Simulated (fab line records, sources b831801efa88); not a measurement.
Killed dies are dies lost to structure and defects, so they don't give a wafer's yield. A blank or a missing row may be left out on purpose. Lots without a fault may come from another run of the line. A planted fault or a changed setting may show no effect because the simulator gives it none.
Which tool did it? | flow sky130 | 12 lots, 36 wafers sampled, at 2 steps of a route of 708

WHAT THE GAUGES READ, wafer by wafer
SKY_VT_ADJUST_PCH_OVL_MEAS_07.
lot  | measured     | on         | VT_ADJUST_PCH_OVL (nm)
L859 | day 10 06:44 | overlay-02 | -3.1 0.1 -1.2
L860 | day 10 17:14 | overlay-02 | 0.0 1.3 -1.6
L863 | day 11 13:22 | overlay-02 | -2.8 -3.8 -1.3
L864 | day 12 03:31 | overlay-01 | -1.1 -2.6 -2.0
L865 | day 12 05:34 | overlay-02 | -3.3 -2.5 -1.7
L871 | day 14 09:37 | overlay-02 | -1.9 -1.7 -1.8
L873 | day 15 05:07 | overlay-02 | -1.0 -0.8 -1.0
L874 | day 15 09:35 | overlay-02 | -4.8 -5.3 -3.8
L876 | day 15 18:43 | overlay-01 | -1.9 -1.7 0.2
L877 | day 16 05:41 | overlay-01 | -2.6 -0.7 -0.7
L881 | day 18 08:25 | overlay-01 | -2.8 -2.4 -1.8
L882 | day 18 08:46 | overlay-02 | -3.3 -1.1 -1.5

SKY_SONOS_ONO_CD_MEAS_13: target cd 410 nm.
lot  | measured     | on        | cd_nm (nm)
L859 | day 12 12:16 | cd_sem-01 | 405.9 405.7 409.0
L860 | day 13 00:23 | cd_sem-02 | 410.1 412.7 412.6
L863 | day 13 20:32 | cd_sem-01 | 406.7 405.9 409.9
L864 | day 14 14:17 | cd_sem-02 | 407.6 409.2 406.1
L865 | day 14 19:22 | cd_sem-01 | 411.3 412.2 410.5
L871 | day 16 22:13 | cd_sem-02 | 409.1 408.2 405.7
L873 | day 17 20:16 | cd_sem-02 | 414.1 412.8 413.6
L874 | day 18 02:59 | cd_sem-01 | 409.9 408.3 406.3
L876 | day 18 11:10 | cd_sem-02 | 411.7 410.5 408.4
L877 | day 19 02:43 | cd_sem-01 | 408.5 408.2 409.8
L881 | day 21 03:11 | cd_sem-02 | 410.4 409.2 409.3
L882 | day 21 03:45 | cd_sem-01 | 405.8 407.6 407.6

WHICH TOOL RAN EACH LOT (tool, then ch and the chambers of the sampled wafers, then the start)
The record holds no process step before these readings.

WHAT THE TOOLS THEMSELVES READ (means of the sampled wafers that have a number; where no wafer has one, the mark that the record gives instead)
The record holds no such reading with a usual standard deviation.

THE ANSWER, worked out from the rows above alone
Rule: what is usual is taken from the lots themselves. Put in order of their means at a reading, lots are off if they are a third of the lots or fewer, leave a main group of 4 or more, and stand apart from it by a gap of 3 or more times the standard deviation of the main group's means; of several such gaps the widest counts. A main group whose means are all the same, to the digits that the tables above print for the reading, isn't used. A lot without any number at a reading at which 4 lots or more have one is off too. The other lots that the step has rows for count as sound. The gauges are gone through in route order, then the tools' own readings, and for those a lot's mean is taken as printed above. The first step at which some lot is off is used, and at that step the reading that is off furthest; a lot without a number counts as furthest.
No lot is off at any reading shown: from this, nothing can be told.

WHAT THE SIMULATOR HAD PUT IN
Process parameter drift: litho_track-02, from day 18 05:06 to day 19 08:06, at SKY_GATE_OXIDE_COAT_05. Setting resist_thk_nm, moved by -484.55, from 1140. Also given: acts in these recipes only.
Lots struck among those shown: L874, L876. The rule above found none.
